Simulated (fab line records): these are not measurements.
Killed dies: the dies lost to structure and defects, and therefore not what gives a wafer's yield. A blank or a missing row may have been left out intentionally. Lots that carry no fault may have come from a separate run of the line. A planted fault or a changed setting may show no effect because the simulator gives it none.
The same fault as seen by 2 desks    flow gf180mcu    each desk holds nothing but its own numbers, with what lay behind them at the end

FOR THE TOOL OWNER'S DESK: lpcvd-02
The tool's own readings at GF_POLY_GATE_CVD_00 (deposits poly-Si, target thk 200 nm, time 1200 s): means of the sampled wafers that have a number, for each lot that ran on this tool. A lot is out of limits, marked OUT, if its mean lies more than 4 standard deviations from the usual mean; the brackets give that distance.
Columns: A = spike-tc-bottom-C at GF_POLY_GATE_CVD_00, usual 642 C; B = zone-power-centre-pct at GF_POLY_GATE_CVD_00, usual 9.3 %
lot   first seen here  A    B
L997  day 9 23:10      645  8.9
L100  day 10 19:13     644  8.9
L102  day 11 08:50     644  9.6
L103  day 11 21:28     644  9.7
L104  day 12 01:30     644  9.6
L114  day 15 06:47     644  9.6
This desk's verdict: no lot among the 6 shows anything out of limits.

AT THE METROLOGY DESK
Lot by lot, what the gauges showed, no matter which tool ran the lot: averages of those sampled wafers that carry a number. A lot is out of limits, marked OUT, if its mean lies more than 4 standard deviations from the usual mean; the brackets give that distance.
Columns: A = LVPWELL_RS at GF_VT_IMPLANT_RS_MEAS_48, usual 1197 ohm/sq; B = DUAL_GATE_OXIDATION_00_THK at GF_DUAL_GATE_THK_MEAS_03, usual 10.86 nm; C = POLY_GATE_CVD_00_THK at GF_POLY_GATE_THK_MEAS_01, usual 199.3 nm
lot   first seen here  A     B      C
L993  day 8 00:49      1198  11.06  201.8
L994  day 8 06:29      1198  11.05  200.3
L995  day 8 11:28      1200  11.04  202.7
L997  day 9 01:05      1198  11.18  202.1
L100  day 9 19:25      1196  10.68  198.2
L102  day 10 08:33     1196  10.96  201.4
L103  day 10 17:28     1200  10.73  245.8 (+27) OUT
L104  day 10 22:20     1192  10.73  245.6 (+27) OUT
L109  day 12 07:31     1193  10.75  198.9
L112  day 13 00:43     1194  10.83  198.2
L115  day 14 01:10     1196  10.84  200.5
L114  day 14 02:25     1199  10.43  198.3
This desk finds L103, L104 out of limits, with the earliest case on L103 at day 11 22:48 (POLY_GATE_CVD_00_THK at GF_POLY_GATE_THK_MEAS_01). L993, L994, L995, L997, L100, L102, L109, L112, L115, L114 stayed within limits.

PUT TOGETHER
On L103, L104, the metrology desk was in a position to raise an alarm at day 11 22:48.
The tool owner's desk saw nothing out of limits.
Tool owner's desk: L103, L104 on record, inside its limits.
On lpcvd-02, each named lot ran GF_POLY_GATE_CVD_00.

WHAT HAD BEEN PUT IN BY THE SIMULATOR
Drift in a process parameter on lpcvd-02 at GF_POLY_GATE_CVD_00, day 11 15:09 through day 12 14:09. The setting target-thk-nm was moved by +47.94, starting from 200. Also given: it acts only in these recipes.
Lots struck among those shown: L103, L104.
Hours from the fault's start to each desk's first reading out of limits: the metrology desk, 8.
